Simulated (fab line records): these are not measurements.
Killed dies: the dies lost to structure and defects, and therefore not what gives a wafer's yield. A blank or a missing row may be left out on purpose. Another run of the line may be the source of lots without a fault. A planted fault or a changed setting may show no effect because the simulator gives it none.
Comparing a struck lot with a sound one / flow sky130 / 15 steps out of a route of 708
Sound: wafers L677.1, L677.4, L677.5. Struck: wafers L685.4, L685.5, L685.6. The cause is named last.
At each step with rows: each side's tool, then ch and its chambers, then its first start. Under that, the readings that differ: sound wafers / struck wafers / difference of the means / sigmas: that difference in standard deviations of wafers without a fault.
alike: same words and numbers on both sides, and readings whose means sit less than 2 such deviations apart. not compared: any withheld reading, any reading some wafer has no value for, any bound like >300 that may hide the same value, and any number with overlapping values for which the record gives no deviation.
The two part at a step that has a row with sigmas, a row that says differs or no value, or rows on one side only. Numbers that don't overlap but have no deviation are shown without sigmas and don't part them. A reading missing from all wafers of one side parts the sides only when that side holds two or more wafers.

first, 1 step without rows for these wafers: SKY_VT_ADJUST_NCORE_DEVELOP_06 (develop time 60 s).
SKY_VT_ADJUST_NCORE_CD_MEAS_07: target cd 380 nm.
  sound on cd-sem-01, day 8 19:55; struck on cd-sem-02, day 11 06:58
  alike: cd-nm
SKY_VT_ADJUST_NCORE_OVL_MEAS_08:
  sound on overlay-01, day 8 20:02; struck on overlay-02, day 11 07:02
  alike: VT_ADJUST_NCORE_OVL
then, 1 step without rows for these wafers: SKY_VT_ADJUST_NCORE_IMPLANT_09.
SKY_VT_ADJUST_NCORE_STRIP_10: strips in O2/N2.
  sound on plasma-asher-04 ch 0,1, day 8 20:13; struck on plasma-asher-02 ch 0,1, day 11 07:14
  alike: drypump-motor-current-A, oes-product-au, strip-time-to-endpoint-s
  not compared: rf-hours-counter-h
SKY_VT_ADJUST_NCORE_TW_MEAS_11:
  sound on film-metro-03, day 8 20:19; struck on film-metro-04, day 11 07:20
  alike: VT_ADJUST_NCORE_TW
then, 6 steps without rows for these wafers: SKY_VT_ADJUST_HVTR_DEHYDRATE_00 (time 60 s); SKY_VT_ADJUST_HVTR_HMDS_01 (prime time 60 s); SKY_VT_ADJUST_HVTR_COAT_02 (resist thk 1140 nm); SKY_VT_ADJUST_HVTR_SOFTBAKE_03 (time 60 s); SKY_VT_ADJUST_HVTR_EXPOSE_04 (exposes mask HVTRM, target cd 380 nm); SKY_VT_ADJUST_HVTR_PEB_05.
SKY_VT_ADJUST_HVTR_DEVELOP_06: develop time 60 s.
  sound on litho-track-03 ch 0, day 9 18:04; struck on litho-track-04 ch 0, day 12 06:44
SKY_VT_ADJUST_HVTR_CD_MEAS_07: target cd 380 nm.
  sound on cd-sem-02, day 9 18:13; struck on cd-sem-02, day 12 06:52
reading=cd-nm (nm); sound=376.6 375.8 377.1; struck=389.2 386.9 387.7; difference=+11.4; sigmas=+5
SKY_VT_ADJUST_HVTR_OVL_MEAS_08:
  sound on overlay-01, day 9 18:20; struck on overlay-01, day 12 06:56
  alike: VT_ADJUST_HVTR_OVL

## WHERE THEY PART
Within this record, at SKY_VT_ADJUST_HVTR_CD_MEAS_07 only. Later steps at which nothing parts them and some readings are alike: SKY_VT_ADJUST_HVTR_OVL_MEAS_08.

WHY: whatever the simulator had introduced
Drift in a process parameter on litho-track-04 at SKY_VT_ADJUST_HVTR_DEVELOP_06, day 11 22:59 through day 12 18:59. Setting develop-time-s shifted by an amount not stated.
